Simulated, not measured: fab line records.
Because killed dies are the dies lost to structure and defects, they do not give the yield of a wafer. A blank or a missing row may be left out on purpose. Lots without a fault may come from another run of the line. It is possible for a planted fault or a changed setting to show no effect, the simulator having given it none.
fab line records | flow gf180mcu
record lots=12 | wafers=36 | last-day=34
route steps=602 shown NWELL@50 MVSD@136 LVPWELL@138 HV_LDD@213
lots that met no fault: taken from a fault-free run of the same line
start-h: start of the lot's first displayed wafer, in hours after the record's first day | wait-h: time in hours since the lot's previous step | " as in the row above | L1.1+2: a single row standing in for several wafers | - value missing, or start not given | * or withheld: withheld | < > ~ a bound
route shown NAME@n: a module of which the file shows steps, and the number in the route of the first | usual: mean/standard deviation of fault-free wafers | same: alike in all rows | chamber/n: place in a boat | sites: readings site by site | _std_site: their standard deviation | _edge_site: inner sites' mean taken away from outer sites' mean | radius-mm: how far each site lies from the wafer's centre | mask NAME#n: copy n | behind: tool/chamber where the wafer was last shaped | hold: the reason the lot was held/the length of the hold in hours/how it ended | device: transistor that didn't switch, given as n, p or np | end of line: the tests these same wafers got at the end of their route | a step given without rows: its recipe and nothing more | killed: count of dies lost to structure and defects at first sort (not the wafer's yield) | map: per-die view of a wafer (x killed, . not killed, _ where there is no die)
set.NAME: setting as actually run; set.NAME@STEP: the setting as run at that earlier step | model.NAME: the simulator's own value behind a step, which no gauge read
one table for each step of the route and one row for each wafer, over a sample of lots
services: when a tool's chamber went out of use (start-h, in hours from the record's first day, below 0 if earlier), for how many hours, and the reason
## steps
# step GF_NWELL_IMPLANT_08
# recipe species=P | energy-kev=450 | dose-cm2=1.5e+13 | tilt-deg=0
# usual dose-ions-cm2=1.5002e+13/1.5e+10 | faraday-current-uA=84.4/1.7
lot.wafer | tool         | chamber | start-h | wait-h | dose-ions-cm2 | faraday-current-uA
L997.3    | implanter-01 | 0       | 64.31   | 0.1    | 1.5005e+13    | 85.5
L997.4    | "            | 0       | "       | "      | 1.4992e+13    | 82.4
L997.6    | "            | 0       | "       | "      | 1.5018e+13    | 87.3
L998.1    | implanter-02 | 0       | 64.35   | 0.0    | 1.5015e+13    | 88.4
L998.2    | "            | 0       | "       | "      | 1.5005e+13    | 82.6
L998.5    | "            | 0       | "       | "      | 1.499e+13     | 85.7
L100.2    | implanter-02 | 0       | 77.98   | 0.0    | 1.5014e+13    | 84.1
L100.3    | "            | 0       | "       | "      | 1.5018e+13    | 82.6
L100.5    | "            | 0       | "       | "      | 1.4997e+13    | 86.1
L102.3    | implanter-01 | 0       | 83.80   | 0.1    | 1.4972e+13    | 84.3
L102.4    | "            | 0       | "       | "      | 1.5003e+13    | 84.5
L102.5    | "            | 0       | "       | "      | 1.4989e+13    | 83.4
L105.3    | implanter-02 | 0       | 101.32  | 0.1    | 1.4997e+13    | 84.5
L105.4    | "            | 0       | "       | "      | 1.4993e+13    | 84.3
L105.5    | "            | 0       | "       | "      | 1.4995e+13    | 86.8
L106.1    | implanter-01 | 0       | 111.90  | 0.0    | 1.502e+13     | 83.7
L106.2    | "            | 0       | "       | "      | 1.4981e+13    | 82.6
L106.3    | "            | 0       | "       | "      | 1.4996e+13    | 87.3
L110.1    | implanter-02 | 0       | 130.81  | 0.0    | 1.4996e+13    | 84.4
L110.5    | "            | 0       | "       | "      | 1.4995e+13    | 84.0
L110.6    | "            | 0       | "       | "      | 1.5009e+13    | 84.4
L112.2    | implanter-02 | 0       | 136.89  | 0.0    | 1.5001e+13    | 82.0
L112.4    | "            | 0       | "       | "      | 1.4998e+13    | 83.3
L112.5    | "            | 0       | "       | "      | 1.4989e+13    | 84.4
L114.1    | implanter-01 | 0       | 148.20  | 0.0    | 9.471e+12     | 53.3
L114.2    | "            | 0       | "       | "      | 9.45e+12      | 53.4
L114.3    | "            | 0       | "       | "      | 9.493e+12     | 53.6
L117.1    | implanter-01 | 0       | 164.86  | 0.0    | 9.454e+12     | 52.3
L117.2    | "            | 0       | "       | "      | 9.46e+12      | 54.6
L117.4    | "            | 0       | "       | "      | 9.473e+12     | 53.5
L119.2    | implanter-02 | 0       | 175.94  | 0.0    | 1.4976e+13    | 85.6
L119.3    | "            | 0       | "       | "      | 1.4967e+13    | 85.2
L119.6    | "            | 0       | "       | "      | 1.4971e+13    | 86.7
L120.1    | implanter-02 | 0       | 181.26  | 0.0    | 1.4972e+13    | 85.4
L120.2    | "            | 0       | "       | "      | 1.4979e+13    | 82.6
L120.5    | "            | 0       | "       | "      | 1.5008e+13    | 84.6
# step GF_NWELL_TW_MEAS_11
# usual NWELL_TW=1567/36
lot.wafer | tool          | chamber | start-h | wait-h | NWELL_TW
L997.3    | film-metro-02 | -       | 64.68   | 0.1    | 1577
L997.4    | "             | -       | "       | "      | 1577
L997.6    | "             | -       | "       | "      | 1571
L998.1    | film-metro-02 | -       | 64.75   | 0.1    | 1587
L998.2    | "             | -       | "       | "      | 1578
L998.5    | "             | -       | "       | "      | 1575
L100.2    | film-metro-01 | -       | 78.36   | 0.1    | 1530
L100.3    | "             | -       | "       | "      | 1538
L100.5    | "             | -       | "       | "      | 1528
L102.3    | film-metro-04 | -       | 84.17   | 0.1    | 1606
L102.4    | "             | -       | "       | "      | 1604
L102.5    | "             | -       | "       | "      | 1616
L105.3    | film-metro-04 | -       | 101.69  | 0.1    | 1605
L105.4    | "             | -       | "       | "      | 1599
L105.5    | "             | -       | "       | "      | 1603
L106.1    | film-metro-01 | -       | 112.30  | 0.1    | 1527
L106.2    | "             | -       | "       | "      | 1526
L106.3    | "             | -       | "       | "      | 1529
L110.1    | film-metro-04 | -       | 131.21  | 0.1    | 1599
L110.5    | "             | -       | "       | "      | 1593
L110.6    | "             | -       | "       | "      | 1593
L112.2    | film-metro-04 | -       | 137.28  | 0.1    | 1602
L112.4    | "             | -       | "       | "      | 1612
L112.5    | "             | -       | "       | "      | 1604
L114.1    | film-metro-01 | -       | 148.60  | 0.1    | 1352
L114.2    | "             | -       | "       | "      | 1359
L114.3    | "             | -       | "       | "      | 1350
L117.1    | film-metro-04 | -       | 165.26  | 0.1    | 1415
L117.2    | "             | -       | "       | "      | 1425
L117.4    | "             | -       | "       | "      | 1417
L119.2    | film-metro-01 | -       | 176.33  | 0.1    | 1524
L119.3    | "             | -       | "       | "      | 1528
L119.6    | "             | -       | "       | "      | 1525
L120.1    | film-metro-04 | -       | 181.66  | 0.1    | 1605
L120.2    | "             | -       | "       | "      | 1601
L120.5    | "             | -       | "       | "      | 1601
# step GF_VT_IMPLANT_RS_MEAS_46
# recipe thk-meas-gauge=four-point-probe
# usual MVSD_RS=456.5/1.3
lot.wafer | tool          | chamber | start-h | wait-h | MVSD_RS[ohm/sq]
L997.3    | film-metro-04 | -       | 168.65  | 0.1    | 457.2
L997.4    | "             | -       | "       | "      | 456.9
L997.6    | "             | -       | "       | "      | 456.5
L998.1    | film-metro-01 | -       | 169.18  | 0.1    | 456.3
L998.2    | "             | -       | "       | "      | 457.0
L998.5    | "             | -       | "       | "      | 456.4
L100.2    | film-metro-04 | -       | 183.59  | 0.1    | 456.3
L100.3    | "             | -       | "       | "      | 456.2
L100.5    | "             | -       | "       | "      | 458.4
L102.3    | film-metro-02 | -       | 191.47  | 0.1    | 456.9
L102.4    | "             | -       | "       | "      | 457.8
L102.5    | "             | -       | "       | "      | 456.6
L105.3    | film-metro-02 | -       | 214.10  | 0.1    | 458.1
L105.4    | "             | -       | "       | "      | 457.6
L105.5    | "             | -       | "       | "      | 457.7
L106.1    | film-metro-04 | -       | 225.91  | 0.1    | 455.2
L106.2    | "             | -       | "       | "      | 456.3
L106.3    | "             | -       | "       | "      | 455.9
L110.1    | film-metro-02 | -       | 250.01  | 0.1    | 456.8
L110.5    | "             | -       | "       | "      | 456.0
L110.6    | "             | -       | "       | "      | 456.1
L112.2    | film-metro-01 | -       | 257.94  | 0.2    | 454.9
L112.4    | "             | -       | "       | "      | 455.9
L112.5    | "             | -       | "       | "      | 454.8
L114.1    | film-metro-01 | -       | 269.93  | 0.1    | 458.3
L114.2    | "             | -       | "       | "      | 457.8
L114.3    | "             | -       | "       | "      | 455.1
L117.1    | film-metro-02 | -       | 293.18  | 0.1    | 454.5
L117.2    | "             | -       | "       | "      | 456.8
L117.4    | "             | -       | "       | "      | 454.2
L119.2    | film-metro-01 | -       | 307.54  | 0.1    | 457.4
L119.3    | "             | -       | "       | "      | 456.5
L119.6    | "             | -       | "       | "      | 457.4
L120.1    | film-metro-01 | -       | 313.02  | 0.1    | 455.5
L120.2    | "             | -       | "       | "      | 455.1
L120.5    | "             | -       | "       | "      | 455.5
# step GF_VT_IMPLANT_RS_MEAS_47
# recipe thk-meas-gauge=four-point-probe
# usual NWELL_RS=487.7/1.4
lot.wafer | tool          | chamber | start-h | wait-h | NWELL_RS[ohm/sq]
L997.3    | film-metro-04 | -       | 168.77  | 0.1    | 487.8
L997.4    | "             | -       | "       | "      | 487.1
L997.6    | "             | -       | "       | "      | 486.8
L998.1    | film-metro-01 | -       | 169.30  | 0.1    | 489.3
L998.2    | "             | -       | "       | "      | 489.3
L998.5    | "             | -       | "       | "      | 488.6
L100.2    | film-metro-04 | -       | 183.71  | 0.1    | 486.8
L100.3    | "             | -       | "       | "      | 486.7
L100.5    | "             | -       | "       | "      | 487.3
L102.3    | film-metro-02 | -       | 191.59  | 0.1    | 485.9
L102.4    | "             | -       | "       | "      | 485.2
L102.5    | "             | -       | "       | "      | 486.8
L105.3    | film-metro-02 | -       | 214.22  | 0.1    | 488.7
L105.4    | "             | -       | "       | "      | 486.4
L105.5    | "             | -       | "       | "      | 488.0
L106.1    | film-metro-04 | -       | 226.03  | 0.1    | 487.4
L106.2    | "             | -       | "       | "      | 488.1
L106.3    | "             | -       | "       | "      | 487.4
L110.1    | film-metro-02 | -       | 250.13  | 0.1    | 486.4
L110.5    | "             | -       | "       | "      | 487.1
L110.6    | "             | -       | "       | "      | 486.1
L112.2    | film-metro-01 | -       | 258.06  | 0.1    | 489.9
L112.4    | "             | -       | "       | "      | 488.8
L112.5    | "             | -       | "       | "      | 488.7
L114.1    | film-metro-01 | -       | 270.05  | 0.1    | 621.8
L114.2    | "             | -       | "       | "      | 623.5
L114.3    | "             | -       | "       | "      | 623.6
L117.1    | film-metro-02 | -       | 293.30  | 0.1    | 623.2
L117.2    | "             | -       | "       | "      | 622.7
L117.4    | "             | -       | "       | "      | 624.4
L119.2    | film-metro-01 | -       | 307.66  | 0.1    | 488.4
L119.3    | "             | -       | "       | "      | 490.3
L119.6    | "             | -       | "       | "      | 488.2
L120.1    | film-metro-01 | -       | 313.14  | 0.1    | 488.3
L120.2    | "             | -       | "       | "      | 486.6
L120.5    | "             | -       | "       | "      | 486.9
# step GF_VT_IMPLANT_RS_MEAS_48
# recipe thk-meas-gauge=four-point-probe
# usual LVPWELL_RS=1196/3.6
lot.wafer | tool          | chamber | start-h | wait-h | LVPWELL_RS[ohm/sq]
L997.3    | film-metro-04 | -       | 168.89  | 0.1    | 1193
L997.4    | "             | -       | "       | "      | 1197
L997.6    | "             | -       | "       | "      | 1194
L998.1    | film-metro-01 | -       | 169.42  | 0.1    | 1204
L998.2    | "             | -       | "       | "      | 1203
L998.5    | "             | -       | "       | "      | 1202
L100.2    | film-metro-04 | -       | 183.83  | 0.1    | 1192
L100.3    | "             | -       | "       | "      | 1194
L100.5    | "             | -       | "       | "      | 1195
L102.3    | film-metro-02 | -       | 191.71  | 0.1    | 1200
L102.4    | "             | -       | "       | "      | 1199
L102.5    | "             | -       | "       | "      | 1201
L105.3    | film-metro-02 | -       | 214.34  | 0.1    | 1193
L105.4    | "             | -       | "       | "      | 1197
L105.5    | "             | -       | "       | "      | 1194
L106.1    | film-metro-04 | -       | 226.15  | 0.1    | 1195
L106.2    | "             | -       | "       | "      | 1196
L106.3    | "             | -       | "       | "      | 1193
L110.1    | film-metro-02 | -       | 250.25  | 0.1    | 1196
L110.5    | "             | -       | "       | "      | 1198
L110.6    | "             | -       | "       | "      | 1202
L112.2    | film-metro-01 | -       | 258.18  | 0.1    | 1202
L112.4    | "             | -       | "       | "      | 1202
L112.5    | "             | -       | "       | "      | 1197
L114.1    | film-metro-01 | -       | 270.17  | 0.1    | 1203
L114.2    | "             | -       | "       | "      | 1199
L114.3    | "             | -       | "       | "      | 1196
L117.1    | film-metro-02 | -       | 293.42  | 0.1    | 1190
L117.2    | "             | -       | "       | "      | 1188
L117.4    | "             | -       | "       | "      | 1190
L119.2    | film-metro-01 | -       | 307.78  | 0.1    | 1201
L119.3    | "             | -       | "       | "      | 1202
L119.6    | "             | -       | "       | "      | 1205
L120.1    | film-metro-01 | -       | 313.26  | 0.1    | 1198
L120.2    | "             | -       | "       | "      | 1200
L120.5    | "             | -       | "       | "      | 1198
# step GF_HV_LDD_STRIP_37
# recipe chemistry=O2/N2 | power-w=1400 | pressure-mtorr=1500 | platen-temp-c=250 | o2-flow-sccm=3000 | n2-flow-sccm=300 | overash-fraction=0.5
# usual drypump-motor-current-A=5.8/0.49 | heater-power-w=341/23 | oes-product-au=0.716/0.0046 | strip-time-to-endpoint-s=12.62/0.036
lot.wafer | tool            | chamber | start-h | wait-h | drypump-motor-current-A | heater-power-w | oes-product-au | rf-hours-counter-h | strip-time-to-endpoint-s
L997.3    | plasma-asher-03 | 1       | 264.82  | 0.1    | 5.5                     | 325            | 0.721          | -                  | 12.55
L997.4    | "               | 0       | "       | "      | 6.2                     | 309            | 0.711          | -                  | 12.61
L997.6    | "               | 1       | "       | "      | 5.5                     | 330            | 0.714          | -                  | 12.63
L998.1    | plasma-asher-01 | 0       | 267.23  | 0.1    | 6.1                     | 332            | 0.722          | 41                 | 12.61
L998.2    | "               | 1       | "       | "      | 5.1                     | 382            | 0.714          | 41                 | 12.64
L998.5    | "               | 1       | "       | "      | 5.1                     | 389            | 0.719          | -                  | 12.58
L100.2    | plasma-asher-03 | 0       | 284.28  | 0.1    | 6.2                     | 309            | 0.720          | 18                 | 12.66
L100.3    | "               | 1       | "       | "      | 5.5                     | 319            | 0.713          | -                  | 12.64
L100.5    | "               | 1       | "       | "      | 5.5                     | 321            | 0.720          | -                  | 12.63
L102.3    | plasma-asher-04 | 1       | 290.61  | 0.1    | 6.4                     | 344            | 0.722          | -                  | 12.63
L102.4    | "               | 0       | "       | "      | 5.5                     | 334            | 0.714          | -                  | 12.65
L102.5    | "               | 0       | "       | "      | 5.5                     | 333            | 0.715          | -                  | 12.67
L105.3    | plasma-asher-04 | 1       | 318.08  | 0.1    | 6.4                     | 335            | 0.724          | -                  | 12.65
L105.4    | "               | 0       | "       | "      | 5.5                     | 329            | 0.717          | -                  | 12.66
L105.5    | "               | 0       | "       | "      | 5.5                     | 335            | 0.715          | -                  | 12.65
L106.1    | plasma-asher-03 | 1       | 336.03  | 0.1    | 5.5                     | 323            | 0.719          | 24                 | 12.63
L106.2    | "               | 0       | "       | "      | 6.2                     | 312            | 0.715          | 24                 | 12.63
L106.3    | "               | 0       | "       | "      | 6.2                     | 316            | 0.706          | -                  | 12.62
L110.1    | plasma-asher-01 | 0       | 362.35  | 0.1    | 6.1                     | 339            | 0.713          | 51                 | 12.66
L110.5    | "               | 1       | "       | "      | 5.1                     | 387            | 0.718          | -                  | 12.68
L110.6    | "               | 0       | "       | "      | 6.1                     | 330            | 0.717          | -                  | 12.68
L112.2    | plasma-asher-04 | 0       | 369.45  | 0.1    | 5.5                     | 332            | 0.715          | 73                 | 12.61
L112.4    | "               | 0       | "       | "      | 5.5                     | 334            | 0.716          | -                  | 12.60
L112.5    | "               | 1       | "       | "      | 6.4                     | 344            | 0.712          | -                  | 12.62
L114.1    | plasma-asher-01 | 1       | 385.98  | 0.1    | 5.1                     | 382            | 0.714          | 54                 | 12.57
L114.2    | "               | 0       | "       | "      | 6.1                     | 331            | 0.715          | 54                 | 12.62
L114.3    | "               | 0       | "       | "      | 6.1                     | 337            | 0.717          | -                  | 12.60
L117.1    | plasma-asher-03 | 1       | 411.63  | 0.1    | 5.5                     | 327            | 0.717          | 30                 | 12.62
L117.2    | "               | 0       | "       | "      | 6.2                     | 309            | 0.713          | 30                 | 12.64
L117.4    | "               | 0       | "       | "      | 6.2                     | 307            | 0.717          | -                  | 12.58
L119.2    | plasma-asher-01 | 1       | 428.33  | 0.1    | 5.1                     | 398            | 0.720          | 59                 | 12.60
L119.3    | "               | 0       | "       | "      | 6.1                     | 340            | 0.719          | -                  | 12.59
L119.6    | "               | 1       | "       | "      | 5.1                     | 381            | 0.730          | -                  | 12.64
L120.1    | plasma-asher-04 | 0       | 434.53  | 0.1    | 5.5                     | 320            | 0.717          | 0                  | 12.64
L120.2    | "               | 1       | "       | "      | 6.4                     | 346            | 0.711          | 0                  | 12.66
L120.5    | "               | 0       | "       | "      | 5.5                     | 324            | 0.714          | -                  | 12.68
## services
tool            | chamber | start-h | hours | kind
implanter-02    | -       | 40.51   | 9.2   | repair
implanter-01    | -       | 105.60  | 2.1   | repair
plasma-asher-03 | -       | 108.75  | 9.0   | pm
plasma-asher-03 | 0       | 108.75  | 9.0   | vent-cycle
plasma-asher-03 | 1       | 108.75  | 9.0   | vent-cycle
plasma-asher-03 | 0       | 117.75  | -     | clean
plasma-asher-03 | 1       | 117.75  | -     | clean
plasma-asher-04 | -       | 118.32  | 1.2   | repair
implanter-02    | -       | 147.82  | 4.0   | pm
implanter-02    | -       | 155.31  | 11.8  | pm
implanter-01    | -       | 184.75  | 1.2   | repair
implanter-01    | -       | 207.64  | 3.5   | pm
implanter-02    | -       | 212.05  | 24.7  | pm
implanter-01    | -       | 299.78  | 2.7   | pm
plasma-asher-04 | -       | 307.00  | 0.6   | repair
implanter-02    | -       | 329.51  | 5.8   | repair
plasma-asher-03 | -       | 352.60  | 9.5   | repair
plasma-asher-03 | -       | 390.03  | 10.4  | repair
plasma-asher-04 | -       | 403.24  | 0.7   | repair
plasma-asher-04 | -       | 421.25  | 9.0   | pm
plasma-asher-04 | 0       | 421.25  | 9.0   | vent-cycle
plasma-asher-04 | 1       | 421.25  | 9.0   | vent-cycle
implanter-01    | -       | 425.85  | 1.6   | repair
plasma-asher-04 | 0       | 430.25  | -     | clean
## key
first-sign step=GF_NWELL_IMPLANT_08 | reading=dose-ions-cm2 | direction=down | sigmas=99+ | usual=1.5002e+13 | struck=9.467e+12
effect step=GF_NWELL_IMPLANT_08 | reading=faraday-current-uA | direction=down | sigmas=18 | usual=84.4 | struck=53.5
effect step=GF_NWELL_TW_MEAS_11 | reading=NWELL_TW | direction=down | sigmas=5 | usual=1567 | struck=1386
effect step=GF_VT_IMPLANT_RS_MEAS_47 | reading=NWELL_RS | direction=up | sigmas=98 | usual=487.7 | struck=623.2
met-at GF_NWELL_IMPLANT_08
struck-lots L114,L117
tester-left-out L114,L117
not-acting-at GF_VT_IMPLANT_RS_MEAS_46,GF_VT_IMPLANT_RS_MEAS_48,GF_HV_LDD_STRIP_37
onset-between 111.90 148.20
fault kind=process-parameter-drift | tool=implanter-01 | chamber=- | onset-h=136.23 | steps=GF_NWELL_IMPLANT_08 | channel=dose-cm2 | offset=-5.5429e+12 | shape=step | end-h=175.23 | acts-in=these-recipes-only | stated=1.5e+13
# tester-left-out: of these lots the tester's yield and bins aren't shown, on N5 and GAA mostly nor the transistor test; their killed dies are dies lost to structure and defects alone, not to doping, threshold or leakage, so they don't give the yield
